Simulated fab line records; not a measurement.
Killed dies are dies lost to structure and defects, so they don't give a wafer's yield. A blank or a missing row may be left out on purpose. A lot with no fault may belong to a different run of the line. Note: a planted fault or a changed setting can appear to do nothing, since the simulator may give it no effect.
Problem report, 8D (eight disciplines) form, completed by code    flow sky130    the parts of the form that need people (team, actions taken, sign-off) are left out

1. THE PROBLEM
At SKY_SONOS_TUNNEL_CD_MEAS_07, cd-nm averages 425.6 nm over 4 wafers from 3 lots, while fault-free wafers read 409.6 nm, standard deviation 1.8. Measured from the usual mean, that is +8.9 standard deviations.
The step: target cd 410 nm.
First observed at day 15 15:02: wafer L828.3, on cd-sem-01. At this step, 44 wafers from 15 lots have a number in the record. The rule behind "out" and "out of limits": a value lying over 4 standard deviations away from the usual mean. Any other wafer with a number is counted as sound.

2. WHAT IT IS, WHAT IT ISN'T
question                     is                              is not
which readings at this step  cd-nm                           -
which lots                   L828, L829, L830                L817, L818, L819, L820, L821, L822, L823, L825, L826, L835, L839, L840
which wafers of those lots   L828.3, L829.1, L830.1, L830.3  L828.5, L828.6, L829.2, L830.2
read on which gauges         cd-sem-01                       cd-sem-02
when                         from day 15 15:02               up to then (29 sound wafers); but 11 sound wafers of L829, L830, L835, L839, L840 came after

3. WHAT RULES OUT EACH SUSPECT
Counting: a tool at a process step up to the reading stays a suspect if it ran every lot that is out. Sound lots after the first of them don't rule it out here, since some wafers of a struck lot are sound.
- the gauge at SKY_SONOS_TUNNEL_CD_MEAS_07: kept. All the wafers that are out were read on cd-sem-01, and no step on other tools shows them out.
- iline-stepper-01 at SKY_SONOS_TUNNEL_EXPOSE_04 (exposes mask TUNM, target cd 410 nm): kept. Every lot that is out went through it, the first being L828 (day 15 01:07); the last sound lot it ran before that was L826 (day 14 13:43).
Remaining after the count are iline-stepper-01 at SKY_SONOS_TUNNEL_EXPOSE_04 and cd-sem-01 at SKY_SONOS_TUNNEL_CD_MEAS_07.

4. THE CAUSE (what the simulator had put in)
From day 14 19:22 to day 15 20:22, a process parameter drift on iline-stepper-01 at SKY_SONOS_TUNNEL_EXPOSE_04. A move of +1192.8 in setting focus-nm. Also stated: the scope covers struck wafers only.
Of the 2 suspects that counting leaves, this tool is one.

5. THE EFFECT CHAIN, in route order
Each row: a reading whose mean over the struck wafers that have a number lies more than 3 standard deviations from the usual. Scope: only readings with a usual standard deviation given in the record; hours: median across lots of the time from each lot's start at the first step in this table that gives one to its start at this step; sigmas: change in usual standard deviations.
hours  step                         reading  usual     on struck wafers  change  sigmas
0      SKY_SONOS_TUNNEL_CD_MEAS_07  cd-nm    409.6 nm  425.6             +16.0   +8.9
Later steps that measure or inspect, where all struck wafers having a row at the step show a number for every such reading and not one has moved that far: SKY_SONOS_ONO_THK_MEAS_05.

6. HOW IT WOULD HAVE BEEN CAUGHT EARLIER
The first out-of-limits reading at a measuring or inspecting step in this record came at day 15 15:02, 20 hours after the fault's start at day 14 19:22.
By day 15 15:02, every lot that is out (3) had started SKY_SONOS_TUNNEL_EXPOSE_04 on iline-stepper-01. Holding the tool at that point would not have protected any of them.
